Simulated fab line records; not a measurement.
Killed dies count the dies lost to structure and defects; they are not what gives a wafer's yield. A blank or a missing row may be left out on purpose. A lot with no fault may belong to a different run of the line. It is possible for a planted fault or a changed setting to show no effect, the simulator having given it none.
Which of the tools did it?	flow gf180mcu	13 lots with 39 wafers sampled at 5 steps, on a route of 602 steps

## WHAT THE GAUGES READ, wafer by wafer
GF_M2_THK_MEAS_06: measures by xrf.
lot	measured	on	M2_ALCU_THK (nm)
L104	day 18 01:53	film_metro-04	443 441 444
L106	day 19 00:22	film_metro-01	430 434 437
L108	day 19 17:22	film_metro-04	446 443 444
L109	day 20 07:25	film_metro-01	440 437 442
L110	day 20 10:37	film_metro-01	436 441 437
L113	day 21 21:01	film_metro-01	450 445 449
L114	day 22 02:48	film_metro-04	433 433 431
L115	day 22 10:37	film_metro-04	440 435 433
L117	day 23 03:59	film_metro-02	445 439 441
L118	day 23 07:57	film_metro-04	440 440 436
L125	day 25 18:15	film_metro-02	454 454 454
L126	day 26 00:34	film_metro-02	436 444 437
L127	day 26 08:47	film_metro-01	448 446 449

GF_V2_THK_MEAS_01.
lot	measured	on	V2_CVD_00_THK (nm)
L104	day 19 02:24	film_metro-03	593 597 591
L106	day 20 00:55	film_metro-01	602 606 595
L108	day 20 17:50	film_metro-03	596 596 590
L109	day 21 07:44	film_metro-03	599 614 604
L110	day 21 11:34	film_metro-03	595 595 597
L113	day 22 20:27	film_metro-02	602 610 610
L114	day 23 02:21	film_metro-01	593 603 597
L115	day 23 10:35	film_metro-03	599 594 599
L117	day 24 03:15	film_metro-03	598 596 597
L118	day 24 06:53	film_metro-02	593 589 587
L125	day 26 15:55	film_metro-01	594 594 592
L126	day 26 21:30	film_metro-03	598 595 593
L127	day 27 05:35	film_metro-01	598 609 603

GF_V2_THK_MEAS_03.
lot	measured	on	V2_CVD_02_THK (nm)
L104	day 19 02:31	film_metro-02	867 845 857
L106	day 20 01:02	film_metro-02	844 851 865
L108	day 20 17:58	film_metro-02	844 860 856
L109	day 21 07:52	film_metro-02	876 870 866
L110	day 21 11:42	film_metro-02	836 848 852
L113	day 22 20:35	film_metro-01	867 859 868
L114	day 23 02:29	film_metro-02	845 850 860
L115	day 23 10:43	film_metro-02	859 865 862
L117	day 24 03:23	film_metro-03	849 859 861
L118	day 24 07:01	film_metro-03	845 841 861
L125	day 26 16:03	film_metro-02	860 855 880
L126	day 26 21:38	film_metro-01	850 838 853
L127	day 27 05:43	film_metro-02	823 838 841

## EACH LOT AND THE TOOL THAT RAN IT (in order: tool; ch and the chambers of the sampled wafers; start)
lot	GF_V1_CVD_02	GF_M2_SPUTTER_04
L104	pecvd-02 ch 0,1,2, day 17 00:07	pvd_sputter-03, day 18 01:43
L106	pecvd-03 ch 0,1, day 17 21:30	pvd_sputter-03, day 19 00:12
L108	pecvd-03 ch 0,2, day 18 14:45	pvd_sputter-01, day 19 17:13
L109	pecvd-02 ch 0,2, day 19 05:31	pvd_sputter-03, day 20 07:14
L110	pecvd-02 ch 0,1,2, day 19 08:22	pvd_sputter-02, day 20 10:27
L113	pecvd-03 ch 0,1, day 20 18:53	pvd_sputter-01, day 21 20:51
L114	pecvd-03 ch 0,1,2, day 21 00:36	pvd_sputter-02, day 22 02:38
L115	pecvd-02 ch 0,1,2, day 21 09:01	pvd_sputter-02, day 22 10:26
L117	pecvd-02 ch 0,1,2, day 22 03:04	pvd_sputter-03, day 23 03:49
L118	pecvd-01 ch 1,2, day 22 06:43	pvd_sputter-02, day 23 07:47
L125	pecvd-03 ch 0,2, day 24 18:59	pvd_sputter-02, day 25 18:05
L126	pecvd-03 ch 0,2, day 25 01:11	pvd_sputter-01, day 26 00:24
L127	pecvd-01 ch 0,1,2, day 25 09:40	pvd_sputter-01, day 26 08:38
- GF_V1_CVD_02: deposits SiO2 from TEOS, target thk 850 nm, time 94.851 s.
- GF_M2_SPUTTER_04: material TiN, target thk 50 nm, time 41.7 s.

## WHAT THE TOOLS THEMSELVES READ (means of the sampled wafers that have a number; where no wafer has one, the mark that the record gives instead)
GF_V1_CVD_02.
lot	tool	heater_power_w (W)	rf_fwd_power_W (W)
L104	pecvd-02	587	593.8
L106	pecvd-03	578	597.2
L108	pecvd-03	558	598.3
L109	pecvd-02	616	596.1
L110	pecvd-02	650	596.3
L113	pecvd-03	578	598.6
L114	pecvd-03	579	597.8
L115	pecvd-02	647	596.4
L117	pecvd-02	614	594.7
L118	pecvd-01	666	597.3
L125	pecvd-03	568	595.7
L126	pecvd-03	577	596.0
L127	pecvd-01	602	595.7

GF_M2_SPUTTER_04.
lot	tool	throttle_valve_pct (%)
L104	pvd_sputter-03	30.2
L106	pvd_sputter-03	30.4
L108	pvd_sputter-01	29.9
L109	pvd_sputter-03	30.2
L110	pvd_sputter-02	30.3
L113	pvd_sputter-01	30.1
L114	pvd_sputter-02	30.6
L115	pvd_sputter-02	30.4
L117	pvd_sputter-03	30.4
L118	pvd_sputter-02	30.2
L125	pvd_sputter-02	30.6
L126	pvd_sputter-01	29.8
L127	pvd_sputter-01	29.5

## THE ANSWER, worked out from the rows above alone
Rule: what is usual is taken from the lots themselves. Put in order of their means at a reading, lots are off if they are a third of the lots or fewer, leave a main group of 4 or more, and stand apart from it by a gap of 3 or more times the standard deviation of the main group's means; of several such gaps the widest counts. The tables above print the reading to a certain number of digits; a main group whose means all agree to those digits is not used. A lot without any number at a reading at which 4 lots or more have one is off too. All remaining lots with rows at the step are treated as sound. After the gauges, taken in route order, come the tools' own readings; for these a lot's mean is taken, as printed above. At the first step where some lot is off, the reading lying furthest off is the one used; lots without a number count as furthest.
Nothing can be told from this: no lot is off at any reading shown.

## WHAT THE SIMULATOR HAD PUT IN
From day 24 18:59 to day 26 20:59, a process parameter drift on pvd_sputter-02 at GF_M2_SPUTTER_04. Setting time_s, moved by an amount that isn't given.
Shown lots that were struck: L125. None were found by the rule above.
